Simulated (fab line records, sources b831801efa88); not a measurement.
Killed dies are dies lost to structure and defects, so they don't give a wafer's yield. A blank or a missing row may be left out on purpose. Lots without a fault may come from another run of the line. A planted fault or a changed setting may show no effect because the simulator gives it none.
fab line records | flow gf180mcu
record lots=24 wafers=72 last_day=34
route steps=602 shown V2@403 M3@414 V3@447 MIM@510 PASSIVATION@588
lots that met no fault: from a run of the same line without faults
start_h: hours from the record's first day to the start of the lot's first wafer shown | wait_h: hours since the lot's step before | " the same as in the row above | L1.1+2: a row that stands for several wafers | - no value, or no start given | * or withheld: withheld | < > ~ a bound
route shown NAME@n: a module of which the file shows steps, and the number in the route of the first | usual: mean/standard deviation of fault-free wafers | same: alike in all rows | chamber/n: place in a boat | sites: the reading at each site | _std_site: their standard deviation | _edge_site: outer sites' mean less inner sites' | radius_mm: how far each site lies from the wafer's centre | mask NAME#n: copy n | behind: the tool/chamber that last shaped the wafer | hold: why the lot was held/for how many hours/how that ended | device: the transistor (n, p or np) that didn't switch | end of line: the same wafers' tests at the end of the route | a step without rows: its recipe alone | killed: dies lost to structure and defects at the first sort, not the wafer's yield | map: a wafer's dies, x killed, . not, _ none there
set.NAME: the setting as run; set.NAME@STEP: as run at that earlier step | model.NAME: the simulator's own value behind a step, which no gauge read
steps of the route over a sample of lots; a table a step, a row a wafer
services: from which hour (start_h, from the record's first day; less than 0 if before it) a tool's chamber was out of use, for how many hours, and why
## steps
# step GF_V2_SPUTTER_21
# recipe material=Ti target_thk_nm=15 chamber_pressure_pa=5 power_w=2500 substrate_temp_c=200 time_s=80.02
# usual throttle_valve_pct=30.1/1.4
# columns lot.wafer tool chamber start_h wait_h throttle_valve_pct
L074.1 pvd_sputter-03 - 466.33 0.0 30.8
L074.4 " - " " 32.0
L074.5 " - " " 31.2
L075.1 pvd_sputter-03 - 474.08 0.0 28.7
L075.2 " - " " 32.0
L075.3 " - " " 30.7
L076.1 pvd_sputter-03 - 492.01 0.0 28.8
L076.3 " - " " 30.7
L076.5 " - " " 30.8
L077.2 pvd_sputter-01 - 499.40 0.0 30.7
L077.3 " - " " 29.0
L077.5 " - " " 28.9
L078.1 pvd_sputter-01 - 504.25 0.0 31.0
L078.3 " - " " 29.1
L078.5 " - " " 26.5
L079.1 pvd_sputter-04 - 511.45 0.0 31.3
L079.2 " - " " 30.0
L079.3 " - " " 30.8
L080.1 pvd_sputter-01 - 526.70 0.0 27.7
L080.2 " - " " 28.9
L080.5 " - " " 30.7
L081.1 pvd_sputter-03 - 529.52 0.0 32.0
L081.3 " - " " 30.9
L081.5 " - " " 31.9
L082.3 pvd_sputter-04 - 544.07 0.0 31.2
L082.4 " - " " 31.0
L082.5 " - " " 29.8
L083.3 pvd_sputter-04 - 549.12 0.0 30.9
L083.4 " - " " 29.7
L083.6 " - " " 30.0
L084.1 pvd_sputter-03 - 557.05 0.0 32.2
L084.4 " - " " 30.7
L084.5 " - " " 28.5
L085.2 pvd_sputter-03 - 566.80 0.0 31.2
L085.5 " - " " 31.0
L085.6 " - " " 32.2
L086.1 pvd_sputter-04 - 575.40 0.0 29.7
L086.3 " - " " 29.7
L086.6 " - " " 31.2
L087.1 pvd_sputter-04 - 581.91 0.0 31.0
L087.5 " - " " 29.8
L087.6 " - " " 30.9
L088.1 pvd_sputter-04 - 594.08 0.0 30.8
L088.2 " - " " 31.4
L088.4 " - " " 29.6
L089.1 pvd_sputter-03 - 594.41 0.0 30.7
L089.2 " - " " 31.9
L089.3 " - " " 30.7
L090.1 pvd_sputter-03 - 601.75 0.0 31.0
L090.4 " - " " 32.2
L090.6 " - " " 28.6
L091.2 pvd_sputter-03 - 609.64 0.0 32.2
L091.3 " - " " 30.9
L091.6 " - " " 31.0
L092.1 pvd_sputter-03 - 616.46 0.0 31.1
L092.3 " - " " 28.8
L092.6 " - " " 30.7
L093.1 pvd_sputter-03 - 625.57 0.0 30.8
L093.2 " - " " 28.4
L093.5 " - " " 28.5
L094.2 pvd_sputter-03 - 632.43 0.0 28.6
L094.3 " - " " 31.9
L094.4 " - " " 30.7
L095.1 pvd_sputter-01 - 643.05 0.0 29.2
L095.5 " - " " 29.1
L095.6 " - " " 30.5
L096.3 pvd_sputter-04 - 643.90 0.0 29.9
L096.5 " - " " 30.8
L096.6 " - " " 29.9
L097.2 pvd_sputter-01 - 648.83 0.0 29.1
L097.4 " - " " 30.7
L097.5 " - " " 28.9
# step GF_V2_RS_MEAS_24
# recipe thk_meas_gauge=four-point-probe reads=W_of_V2_CVD_23+TiN_of_V2_SPUTTER_22+Ti_of_V2_SPUTTER_21
# usual V2_W_RS=0.327/0.0037
# columns lot.wafer tool chamber start_h wait_h V2_W_RS[ohm/sq]
L074.1 film_metro-03 - 466.54 0.1 0.324
L074.4 " - " " 0.330
L074.5 " - " " 0.329
L075.1 film_metro-04 - 474.29 0.1 0.322
L075.2 " - " " 0.334
L075.3 " - " " 0.326
L076.1 film_metro-03 - 492.22 0.1 0.325
L076.3 " - " " 0.328
L076.5 " - " " 0.326
L077.2 film_metro-04 - 499.63 0.1 0.328
L077.3 " - " " 0.331
L077.5 " - " " 0.323
L078.1 film_metro-03 - 504.46 0.1 0.331
L078.3 " - " " 0.331
L078.5 " - " " 0.328
L079.1 film_metro-03 - 511.66 0.1 0.317
L079.2 " - " " 0.326
L079.3 " - " " 0.324
L080.1 film_metro-04 - 526.91 0.1 0.330
L080.2 " - " " 0.326
L080.5 " - " " 0.325
L081.1 film_metro-04 - 529.73 0.1 0.327
L081.3 " - " " 0.333
L081.5 " - " " 0.328
L082.3 film_metro-02 - 544.43 0.2 0.328
L082.4 " - " " 0.323
L082.5 " - " " 0.327
L083.3 film_metro-03 - 549.48 0.2 0.325
L083.4 " - " " 0.325
L083.6 " - " " 0.327
L084.1 film_metro-03 - 557.26 0.1 0.324
L084.4 " - " " 0.324
L084.5 " - " " 0.327
L085.2 film_metro-03 - 567.03 0.1 0.323
L085.5 " - " " 0.325
L085.6 " - " " 0.322
L086.1 film_metro-04 - 575.62 0.1 0.326
L086.3 " - " " 0.328
L086.6 " - " " 0.328
L087.1 film_metro-03 - 582.12 0.1 0.328
L087.5 " - " " 0.329
L087.6 " - " " 0.333
L088.1 film_metro-03 - 594.40 0.2 0.325
L088.2 " - " " 0.326
L088.4 " - " " 0.326
L089.1 film_metro-04 - 594.62 0.1 0.325
L089.2 " - " " 0.331
L089.3 " - " " 0.325
L090.1 film_metro-02 - 601.97 0.1 0.330
L090.4 " - " " 0.330
L090.6 " - " " 0.327
L091.2 film_metro-04 - 609.88 0.1 0.332
L091.3 " - " " 0.324
L091.6 " - " " 0.330
L092.1 film_metro-04 - 616.67 0.1 0.329
L092.3 " - " " 0.326
L092.6 " - " " 0.328
L093.1 film_metro-03 - 625.78 0.1 0.328
L093.2 " - " " 0.326
L093.5 " - " " 0.327
L094.2 film_metro-02 - 632.66 0.1 0.330
L094.3 " - " " 0.331
L094.4 " - " " 0.332
L095.1 film_metro-04 - 643.27 0.1 0.322
L095.5 " - " " 0.324
L095.6 " - " " 0.331
L096.3 film_metro-02 - 644.15 0.1 0.324
L096.5 " - " " 0.326
L096.6 " - " " 0.325
L097.2 film_metro-04 - 649.07 0.1 0.323
L097.4 " - " " 0.323
L097.5 " - " " 0.325
# step GF_M3_RS_MEAS_05
# recipe thk_meas_gauge=four-point-probe reads=TiN_of_M3_SPUTTER_04+Ti_of_M3_SPUTTER_03+AlCu_of_M3_SPUTTER_02+TiN_of_M3_SPUTTER_01+Ti_of_M3_SPUTTER_00
# usual M3_ALCU_RS=0.0695/0.00081
# columns lot.wafer tool chamber start_h wait_h M3_ALCU_RS[ohm/sq]
L074.1 film_metro-01 - 467.30 0.0 0.0697
L074.4 " - " " 0.0689
L074.5 " - " " 0.0695
L075.1 film_metro-01 - 474.99 0.0 0.0675
L075.2 " - " " 0.0677
L075.3 " - " " 0.0681
L076.1 film_metro-01 - 492.92 0.0 0.0686
L076.3 " - " " 0.0684
L076.5 " - " " 0.0686
L077.2 film_metro-04 - 500.33 0.0 0.0710
L077.3 " - " " 0.0693
L077.5 " - " " 0.0704
L078.1 film_metro-02 - 505.16 0.0 0.0690
L078.3 " - " " 0.0695
L078.5 " - " " 0.0696
L079.1 film_metro-02 - 512.36 0.0 0.0696
L079.2 " - " " 0.0706
L079.3 " - " " 0.0708
L080.1 film_metro-01 - 527.61 0.0 0.0699
L080.2 " - " " 0.0695
L080.5 " - " " 0.0693
L081.1 film_metro-02 - 530.43 0.0 0.0702
L081.3 " - " " 0.0708
L081.5 " - " " 0.0714
L082.3 film_metro-04 - 545.13 0.1 0.0684
L082.4 " - " " 0.0687
L082.5 " - " " 0.0691
L083.3 film_metro-02 - 550.18 0.1 0.0682
L083.4 " - " " 0.0679
L083.6 " - " " 0.0683
L084.1 film_metro-02 - 557.96 0.0 0.0685
L084.4 " - " " 0.0690
L084.5 " - " " 0.0690
L085.2 film_metro-01 - 571.25 0.0 0.0694
L085.5 " - " " 0.0690
L085.6 " - " " 0.0691
L086.1 film_metro-04 - 576.32 0.0 0.0697
L086.3 " - " " 0.0704
L086.6 " - " " 0.0700
L087.1 film_metro-04 - 582.82 0.0 0.0695
L087.5 " - " " 0.0690
L087.6 " - " " 0.0691
L088.1 film_metro-04 - 595.10 0.0 0.0697
L088.2 " - " " 0.0695
L088.4 " - " " 0.0696
L089.1 film_metro-04 - 595.40 0.0 0.0693
L089.2 " - " " 0.0705
L089.3 " - " " 0.0697
L090.1 film_metro-04 - 602.67 0.0 0.0691
L090.4 " - " " 0.0702
L090.6 " - " " 0.0695
L091.2 film_metro-01 - 610.58 0.0 0.0689
L091.3 " - " " 0.0688
L091.6 " - " " 0.0686
L092.1 film_metro-01 - 617.46 0.1 0.0702
L092.3 " - " " 0.0704
L092.6 " - " " 0.0694
L093.1 film_metro-02 - 626.48 0.0 0.0710
L093.2 " - " " 0.0699
L093.5 " - " " 0.0701
L094.2 film_metro-04 - 633.36 0.0 0.0695
L094.3 " - " " 0.0694
L094.4 " - " " 0.0699
L095.1 film_metro-04 - 643.97 0.0 0.0715
L095.5 " - " " 0.0713
L095.6 " - " " 0.0692
L096.3 film_metro-02 - 644.85 0.1 0.0697
L096.5 " - " " 0.0697
L096.6 " - " " 0.0696
L097.2 film_metro-01 - 649.77 0.0 0.0699
L097.4 " - " " 0.0699
L097.5 " - " " 0.0710
# step GF_V3_STRIP_18
# recipe chemistry=O2/N2 power_w=1400 pressure_mtorr=1500 platen_temp_c=250 o2_flow_sccm=3000 n2_flow_sccm=300 overash_fraction=0.5
# usual chamber_pressure_mTorr=1500.2/1.2 drypump_motor_current_A=5.8/0.52 heater_power_w=333/32 oes_product_au=0.592/0.0053
# columns lot.wafer tool chamber start_h wait_h chamber_pressure_mTorr drypump_motor_current_A heater_power_w oes_product_au rf_hours_counter_h
L074.1 plasma_asher-02 0 517.37 - 1501.0 6.2 342 0.597 43
L074.4 " 0 " " 1500.2 6.2 334 0.591 -
L074.5 " 0 " " 1499.3 6.2 347 0.600 -
L075.1 plasma_asher-04 0 523.67 - 1499.9 5.9 328 0.595 70
L075.2 " 1 " " 1499.1 6.6 294 0.594 70
L075.3 " 1 " " 1498.9 6.6 288 0.590 -
L076.1 plasma_asher-02 1 541.37 - 1499.3 5.2 316 0.590 47
L076.3 " 0 " " 1500.3 6.2 343 0.587 -
L076.5 " 0 " " 1500.5 6.2 344 0.595 -
L077.2 plasma_asher-02 0 547.37 - 1500.1 6.2 343 0.584 47
L077.3 " 1 " " 1499.4 5.2 321 0.591 -
L077.5 " 0 " " 1497.9 6.2 337 0.602 -
L078.1 plasma_asher-02 1 553.26 - 1501.5 5.2 320 0.592 48
L078.3 " 1 " " 1499.9 5.2 324 0.591 -
L078.5 " 0 " " 1500.0 6.2 333 0.598 -
L079.1 plasma_asher-01 1 559.16 - 1500.5 5.7 331 0.593 13
L079.2 " 0 " " 1499.8 5.1 416 0.591 13
L079.3 " 0 " " 1499.1 5.2 404 0.599 -
L080.1 plasma_asher-01 1 573.76 - 1498.5 5.7 322 0.591 15
L080.2 " 0 " " 1502.0 5.2 403 0.595 15
L080.5 " 1 " " 1500.4 5.7 321 0.596 -
L081.1 plasma_asher-04 0 577.31 - 1499.4 5.9 325 0.587 77
L081.3 " 1 " " 1500.2 6.6 297 0.587 -
L081.5 " 0 " " 1499.5 5.9 321 0.588 -
L082.3 plasma_asher-04 1 592.90 - 1501.5 6.6 288 0.600 -
L082.4 " 0 " " 1500.1 5.9 330 0.586 -
L082.5 " 0 " " 1502.8 5.9 311 0.585 -
L083.3 plasma_asher-02 0 596.00 - 1499.6 6.2 338 0.594 -
L083.4 " 1 " " 1500.6 5.2 312 0.593 -
L083.6 " 1 " " 1500.2 5.2 314 0.600 -
L084.1 plasma_asher-02 1 602.46 - 1499.0 5.2 318 0.589 51
L084.4 " 0 " " 1501.6 6.2 345 0.602 -
L084.5 " 1 " " 1502.0 5.2 321 0.594 -
L085.2 plasma_asher-02 1 614.19 - 1502.3 5.2 316 0.602 52
L085.5 " 1 " " 1501.2 5.2 318 0.590 -
L085.6 " 0 " " 1501.2 6.2 340 0.591 -
L086.1 plasma_asher-04 1 620.32 - 1499.3 6.6 289 0.593 81
L086.3 " 0 " " 1499.8 5.8 317 0.589 -
L086.6 " 0 " " 1500.0 5.8 328 0.603 -
L087.1 plasma_asher-01 0 626.26 - 1501.1 5.1 395 0.595 21
L087.5 " 0 " " 1499.7 5.1 396 0.601 -
L087.6 " 1 " " 1499.2 5.7 323 0.600 -
L088.1 plasma_asher-04 1 637.26 - 1499.9 6.6 289 0.592 83
L088.2 " 0 " " 1502.7 5.9 327 0.589 83
L088.4 " 0 " " 1500.3 5.8 321 0.595 -
L089.1 plasma_asher-04 0 638.12 - 1499.7 5.9 323 0.593 83
L089.2 " 1 " " 1500.9 6.6 294 0.589 83
L089.3 " 1 " " 1500.2 6.6 297 0.586 -
L090.1 plasma_asher-01 1 645.41 - 1501.8 5.7 331 0.590 24
L090.4 " 1 " " 1500.2 5.7 323 0.590 -
L090.6 " 1 " " 1500.6 5.7 327 0.591 -
L091.2 plasma_asher-01 0 652.41 - 1500.1 5.2 419 0.592 25
L091.3 " 0 " " 1499.8 5.1 414 0.590 -
L091.6 " 0 " " 1500.7 5.1 417 0.599 -
L092.1 plasma_asher-02 0 659.41 - 1502.2 6.2 347 0.584 54
L092.3 " 1 " " 1500.7 5.2 320 0.591 -
L092.6 " 0 " " 1499.2 6.2 345 0.598 -
L093.1 plasma_asher-02 1 667.92 - 1498.3 5.2 318 0.588 55
L093.2 " 0 " " 1501.2 6.2 337 0.587 55
L093.5 " 1 " " 1499.6 5.2 322 0.589 -
L094.2 plasma_asher-01 1 674.13 - 1500.2 5.7 325 0.599 27
L094.3 " 0 " " 1499.3 5.1 409 0.595 -
L094.4 " 1 " " 1501.1 5.7 333 0.605 -
L095.1 plasma_asher-02 1 684.37 - 1500.3 5.2 322 0.599 56
L095.5 " 0 " " 1500.0 6.2 346 0.593 -
L095.6 " 1 " " 1498.9 5.2 319 0.590 -
L096.3 plasma_asher-02 0 685.42 - 1499.0 6.2 349 0.600 -
L096.5 " 1 " " 1502.1 5.2 323 0.589 -
L096.6 " 0 " " 1496.2 6.2 338 0.586 -
L097.2 plasma_asher-04 0 689.96 - 1500.6 5.9 326 0.596 89
L097.4 " 1 " " 1499.1 6.6 295 0.597 -
L097.5 " 1 " " 1499.3 6.6 298 0.591 -
# step GF_MIM_SPUTTER_07
# recipe material=TiN target_thk_nm=60 power_w=6500 time_s=50 chamber_pressure_pa=0.4
# usual throttle_valve_pct=29.6/1.7
# columns lot.wafer tool chamber start_h wait_h throttle_valve_pct
L074.1 pvd_sputter-02 - 568.25 0.1 30.9
L074.4 " - " " 31.7
L074.5 " - " " 31.5
L075.1 pvd_sputter-01 - 572.72 0.1 28.9
L075.2 " - " " 30.8
L075.3 " - " " 26.4
L076.1 pvd_sputter-01 - 593.13 0.1 30.8
L076.3 " - " " 26.6
L076.5 " - " " 27.5
L077.2 pvd_sputter-02 - 595.87 0.0 29.9
L077.3 " - " " 29.7
L077.5 " - " " 31.3
L078.1 pvd_sputter-01 - 601.40 0.1 30.7
L078.3 " - " " 29.2
L078.5 " - " " 30.8
L079.1 pvd_sputter-01 - 606.61 0.1 30.6
L079.2 " - " " 27.9
L079.3 " - " " 26.7
L080.1 pvd_sputter-03 - 621.42 0.1 30.8
L080.2 " - " " 28.6
L080.5 " - " " 28.2
L081.1 pvd_sputter-01 - 624.38 0.1 26.4
L081.3 " - " " 27.8
L081.5 " - " " 30.8
L082.3 pvd_sputter-02 - 637.28 0.0 30.2
L082.4 " - " " 29.9
L082.5 " - " " 31.5
L083.3 pvd_sputter-02 - 642.55 0.0 30.2
L083.4 " - " " 29.8
L083.6 " - " " 30.0
L084.1 pvd_sputter-02 - 648.08 0.1 31.6
L084.4 " - " " 31.0
L084.5 " - " " 29.8
L085.2 pvd_sputter-02 - 658.41 0.0 31.4
L085.5 " - " " 31.3
L085.6 " - " " 29.9
L086.1 pvd_sputter-02 - 664.79 0.1 31.0
L086.3 " - " " 29.9
L086.6 " - " " 29.7
L087.1 pvd_sputter-03 - 671.10 0.1 28.3
L087.5 " - " " 30.7
L087.6 " - " " 28.7
L088.1 pvd_sputter-03 - 681.36 0.1 32.1
L088.2 " - " " 30.6
L088.4 " - " " 28.3
L089.1 pvd_sputter-01 - 682.57 0.1 27.9
L089.2 " - " " 30.7
L089.3 " - " " 26.6
L090.1 pvd_sputter-01 - 688.21 0.1 29.0
L090.4 " - " " 26.7
L090.6 " - " " 26.7
L091.2 pvd_sputter-02 - 695.09 0.0 29.7
L091.3 " - " " 29.8
L091.6 " - " " 29.8
L092.1 pvd_sputter-03 - 702.07 0.1 28.7
L092.3 " - " " 30.7
L092.6 " - " " 32.0
L094.2 pvd_sputter-01 - 716.27 0.0 27.9
L094.3 " - " " 29.0
L094.4 " - " " 26.7
L093.1 pvd_sputter-01 - 717.26 0.1 30.6
L093.2 " - " " 28.9
L093.5 " - " " 26.5
L095.1 pvd_sputter-03 - 726.21 0.1 31.2
L095.5 " - " " 31.8
L095.6 " - " " 28.2
L096.3 pvd_sputter-01 - 727.01 0.0 27.8
L096.5 " - " " 26.7
L096.6 " - " " 27.9
L097.2 pvd_sputter-01 - 731.74 0.0 30.8
L097.4 " - " " 26.5
L097.5 " - " " 28.0
# step GF_PASSIVATION_THK_MEAS_01
# recipe reads=SiO2_of_PASSIVATION_CVD_00
# usual PASSIVATION_CVD_00_THK=1006/14
# columns lot.wafer tool chamber start_h wait_h PASSIVATION_CVD_00_THK[nm]
L074.1 film_metro-04 - 654.77 0.0 992
L074.4 " - " " 999
L074.5 " - " " 1002
L075.1 film_metro-03 - 659.79 0.0 984
L075.2 " - " " 994
L075.3 " - " " 995
L076.1 film_metro-03 - 677.64 0.0 987
L076.3 " - " " 994
L076.5 " - " " 1004
L077.2 film_metro-02 - 680.10 0.0 1007
L077.3 " - " " 995
L077.5 " - " " 1014
L078.1 film_metro-04 - 686.26 0.0 992
L078.3 " - " " 1001
L078.5 " - " " 1013
L079.1 film_metro-04 - 690.21 0.0 987
L079.2 " - " " 1000
L079.3 " - " " 999
L080.1 film_metro-03 - 704.30 0.0 986
L080.2 " - " " 1008
L080.5 " - " " 1014
L081.1 film_metro-04 - 706.86 0.0 1032
L081.3 " - " " 1003
L081.5 " - " " 1030
L082.3 film_metro-02 - 717.50 0.1 1004
L082.4 " - " " 1012
L082.5 " - " " 1018
L083.3 film_metro-02 - 722.91 0.1 997
L083.4 " - " " 1008
L083.6 " - " " 1022
L084.1 film_metro-02 - 728.37 0.0 1000
L084.4 " - " " 1015
L084.5 " - " " 1037
L085.2 film_metro-04 - 735.90 0.0 983
L085.5 " - " " 1004
L085.6 " - " " 1005
L086.1 film_metro-03 - 742.44 0.0 996
L086.3 " - " " 1001
L086.6 " - " " 1013
L087.1 film_metro-04 - 748.69 0.0 981
L087.5 " - " " 990
L087.6 " - " " 1006
L088.1 film_metro-02 - 755.94 0.0 1005
L088.2 " - " " 1008
L088.4 " - " " 1026
L089.1 film_metro-02 - 757.34 0.0 1000
L089.2 " - " " 983
L089.3 " - " " 997
L090.1 film_metro-04 - 763.91 0.0 1000
L090.4 " - " " 1025
L090.6 " - " " 1018
L091.2 film_metro-04 - 769.53 0.1 990
L091.3 " - " " 1015
L091.6 " - " " 1025
L092.1 film_metro-04 - 774.44 0.0 997
L092.3 " - " " 1003
L092.6 " - " " 1017
L094.2 film_metro-02 - 788.24 0.0 991
L094.3 " - " " 1002
L094.4 " - " " 999
L093.1 film_metro-03 - 788.56 0.0 1002
L093.2 " - " " 990
L093.5 " - " " 1027
L095.1 film_metro-03 - 796.93 0.0 1022
L095.5 " - " " 1030
L095.6 " - " " 1023
L096.3 film_metro-04 - 797.07 0.1 981
L096.5 " - " " 1039
L096.6 " - " " 990
L097.2 film_metro-04 - 801.22 0.0 993
L097.4 " - " " 1015
L097.5 " - " " 1028
## services
# columns tool chamber start_h hours kind
pvd_sputter-01 0 455.02 - consumable_replace:kit
pvd_sputter-01 0 455.02 18.0 scheduled_down
pvd_sputter-01 0 455.02 18.0 vent_cycle
pvd_sputter-01 - 457.69 20.2 repair
plasma_asher-02 - 509.19 0.5 repair
plasma_asher-01 - 519.94 2.8 pm
plasma_asher-01 - 526.52 2.8 repair
plasma_asher-04 - 526.54 1.5 repair
pvd_sputter-03 - 548.91 1.0 repair
pvd_sputter-04 - 554.22 10.8 repair
plasma_asher-02 - 563.75 14.6 pm
pvd_sputter-02 - 565.07 1.4 repair
pvd_sputter-02 - 573.70 2.3 repair
pvd_sputter-03 - 576.12 0.5 repair
plasma_asher-02 - 582.08 3.6 repair
plasma_asher-02 - 586.38 8.7 repair
plasma_asher-02 - 588.56 0.6 repair
pvd_sputter-03 2 620.51 - consumable_replace:kit
pvd_sputter-03 2 620.51 18.0 scheduled_down
pvd_sputter-03 2 620.51 18.0 vent_cycle
plasma_asher-02 - 630.87 28.1 pm
pvd_sputter-01 3 637.19 - consumable_replace:kit
pvd_sputter-04 - 710.56 6.9 repair
plasma_asher-01 - 720.25 0.6 repair
## key
fault none
